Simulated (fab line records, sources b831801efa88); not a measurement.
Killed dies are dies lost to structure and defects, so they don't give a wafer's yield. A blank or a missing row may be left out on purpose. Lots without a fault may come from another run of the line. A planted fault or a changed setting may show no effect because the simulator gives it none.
One fault seen from 2 desks | flow sky130 | each desk has only its own numbers; what lay behind them comes last

THE TOOL OWNER'S DESK: litho_track-02
The tool's own readings at SKY_VT_ADJUST_LVTN_SOFTBAKE_03: means of the sampled wafers that have a number, for each lot that ran on this tool. A lot is out of limits, marked OUT, if its mean lies more than 4 standard deviations from the usual mean; the brackets give that distance.
Columns: A = heater_power_total_W at SKY_VT_ADJUST_LVTN_SOFTBAKE_03, usual 65.33 W; B = plate_temp_C at SKY_VT_ADJUST_LVTN_SOFTBAKE_03, usual 110.00 C
lot  | first seen here | A               | B
L263 | day 6 21:41     | 65.29           | 109.91
L269 | day 8 12:22     | 65.20           | 110.20
L271 | day 8 23:44     | 65.13           | 109.89
L281 | day 11 14:51    | 59.04 (-42) OUT | 102.05 (-61) OUT
L282 | day 11 19:33    | 58.91 (-43) OUT | 102.00 (-62) OUT
This desk's finding: out of limits on L281, L282; first on L281, day 11 14:51 (heater_power_total_W at SKY_VT_ADJUST_LVTN_SOFTBAKE_03). In limits: L263, L269, L271.

THE METROLOGY DESK
What the gauges read, lot by lot, whatever tool the lot ran on: means of the sampled wafers that have a number. A lot is out of limits, marked OUT, if its mean lies more than 4 standard deviations from the usual mean; the brackets give that distance.
Columns: A = NWELL_RS at SKY_NWELL_RS_MEAS_29, usual 623.6 ohm/sq; B = VT_ADJUST_LVTN_01_OVL at SKY_VT_ADJUST_LVTN_OVL_MEAS_18, usual -0.4 nm
lot  | first seen here | A     | B
L262 | day 5 03:14     | 625.5 | -0.9
L263 | day 5 17:25     | 626.0 | 0.0
L265 | day 6 03:19     | 621.9 | -0.6
L267 | day 6 23:01     | 623.9 | -1.1
L269 | day 7 06:19     | 623.9 | -0.9
L270 | day 7 11:30     | 622.6 | -1.5
L271 | day 7 17:13     | 623.5 | -1.9
L272 | day 7 20:27     | 625.7 | 0.8
L281 | day 10 03:53    | 622.9 | -0.2
L282 | day 10 09:26    | 623.0 | -1.1
L284 | day 10 17:58    | 622.8 | 1.4
L285 | day 11 02:29    | 622.8 | -0.1
This desk's finding: nothing out of limits on any of the 12 lots.

PUT TOGETHER
The tool owner's desk could have raised an alarm at day 11 14:51, on L281, L282.
The metrology desk saw nothing out of limits.
The metrology desk has L281, L282 on record, within its limits.
Of the lots named, all ran SKY_VT_ADJUST_LVTN_SOFTBAKE_03 on litho_track-02.

WHAT THE SIMULATOR HAD PUT IN
Process parameter drift: litho_track-02, from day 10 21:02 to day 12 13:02, at SKY_VT_ADJUST_LVTN_SOFTBAKE_03. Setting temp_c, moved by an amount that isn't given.
Lots struck among those shown: L281, L282.
Hours from the fault's start to each desk's first reading out of limits: the tool owner's desk, 18.
